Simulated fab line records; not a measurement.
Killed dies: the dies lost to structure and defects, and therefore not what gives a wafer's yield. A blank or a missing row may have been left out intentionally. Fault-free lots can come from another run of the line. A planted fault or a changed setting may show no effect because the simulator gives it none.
Comparing a struck lot with a sound one	flow sky130	15 out of 708 route steps
Sound: wafers L905.3, L905.5, L905.6. Struck: wafer L914.1. (L914.3 of the same lot was not struck and is left out.) The cause comes at the end.
At each step with rows: each side's tool, then ch and its chambers, then its first start. Under that, the readings that differ: sound wafers	struck wafers	difference of the means	sigmas: that difference in standard deviations of wafers without a fault.
alike: a reading whose means differ by less than 2 such deviations, as well as words and numbers matching on both sides. not compared: withheld readings; readings where some wafer has no value; bounds like >300 that might hide an equal value; numbers whose values overlap and for which the record gives no deviation.
Wherever a step has rows on one side only, a row that says differs or no value, or a row with sigmas, the two part there. Numbers that don't overlap but have no deviation are shown without sigmas and don't part them. Lack of a reading on every wafer of one side parts them only where that side has two or more wafers.

SKY_FIELD_ISO_ETCH_15: etches the open film in CHF3/O2, stops on Si, target depth 180 nm, time 72 s.
  sound on rie_diel-02 ch 1,3, day 3 17:40; struck on rie_diel-04 ch 0, day 5 16:28
  alike: drypump_motor_current_A, oes_product_au, throttle_valve_pct
  not compared: rf_hours_counter_h
SKY_FIELD_ISO_STRIP_16: strips in O2/N2.
  sound on plasma_asher-04 ch 0,1, day 3 17:46; struck on plasma_asher-04 ch 1, day 5 16:32
reading	sound	struck	difference	sigmas
rf_hours_counter_h (h)	- - -	44	no value on the sound wafers	
  alike: drypump_motor_current_A, o2_flow_sccm, oes_product_au, strip_time_to_endpoint_s
SKY_FIELD_ISO_ETCH_17: etches Si in HBr/Cl2/O2, target depth 342 nm, time 97.7 s.
  sound on rie_si-02 ch 0,1,2, day 3 17:49; struck on rie_si-01 ch 2, day 5 16:38
  alike: HBr_flow_sccm, drypump_motor_current_A, oes_product_au, throttle_valve_pct
  not compared: rf_hours_counter_h
then, 5 steps without rows for these wafers: SKY_FIELD_ISO_WET_ETCH_18 (etches Si3N4 in H3PO4, target depth 25 nm, time 286 s); SKY_FIELD_ISO_CLEAN_19 (cleans in SC1/SC2, time 150 s); SKY_FIELD_ISO_CLEAN_20 (cleans in dHF, time 20 s); SKY_FIELD_ISO_WET_ETCH_21 (etches SiO2 in dHF, target depth 20 nm, time 400 s); SKY_FIELD_ISO_OXIDATION_22 (stabilise 600 s, purge 300 s, target thk 10 nm).
SKY_FIELD_ISO_THK_MEAS_23:
  struck on film_metro-02, day 5 18:24; sound on film_metro-02, day 3 21:01
  alike: FIELD_ISO_OXIDATION_01_THK
then, 1 step without rows for these wafers: SKY_FIELD_ISO_CVD_24 (deposits SiO2, target thk 595 nm, time 99.2 s).
SKY_FIELD_ISO_THK_MEAS_25:
  struck on film_metro-04, day 5 18:32; sound on film_metro-02, day 3 21:10
  alike: FIELD_ISO_CVD_24_THK
then, 1 step without rows for these wafers: SKY_FIELD_ISO_ANNEAL_26 (time 1800 s).
SKY_FIELD_ISO_CMP_27: polishes, stops on Si3N4, t overpolish 16 s, target thk 457.8 nm.
  sound on cmp-01 ch 0,1,2, day 3 22:49; struck on cmp-02 ch 0, day 5 20:08
reading	sound	struck	difference	sigmas
time_to_endpoint_s (s)	110 113 113	217	+105	+29
  alike: motor_current_A, overpolish_run_s
then, 1 step without rows for these wafers: SKY_FIELD_ISO_WET_ETCH_28 (etches SiO2 in dHF, target depth 23.7 nm, time 47 s).
-- record jumps: 44 days separate the struck wafers' starts on either side; left off in module FIELD_ISO, taken up again in module PAD_OPEN, whose first shown step is the route's number 708 --
SKY_PAD_OPEN_PROBE_99:
  struck on prober-01, day 49 13:58; sound on prober-02, day 47 17:56
  alike: killed_at_M0_to_M3, killed_at_M4_up, killed_at_contacts, killed_at_front_end, killed_at_other, killed_dies, killed_open, killed_short

## WHERE THEY PART
First at SKY_FIELD_ISO_STRIP_16; last, within this record, at SKY_FIELD_ISO_CMP_27. Later steps at which nothing parts them and some readings are alike: SKY_PAD_OPEN_PROBE_99.

WHY: whatever the simulator had introduced
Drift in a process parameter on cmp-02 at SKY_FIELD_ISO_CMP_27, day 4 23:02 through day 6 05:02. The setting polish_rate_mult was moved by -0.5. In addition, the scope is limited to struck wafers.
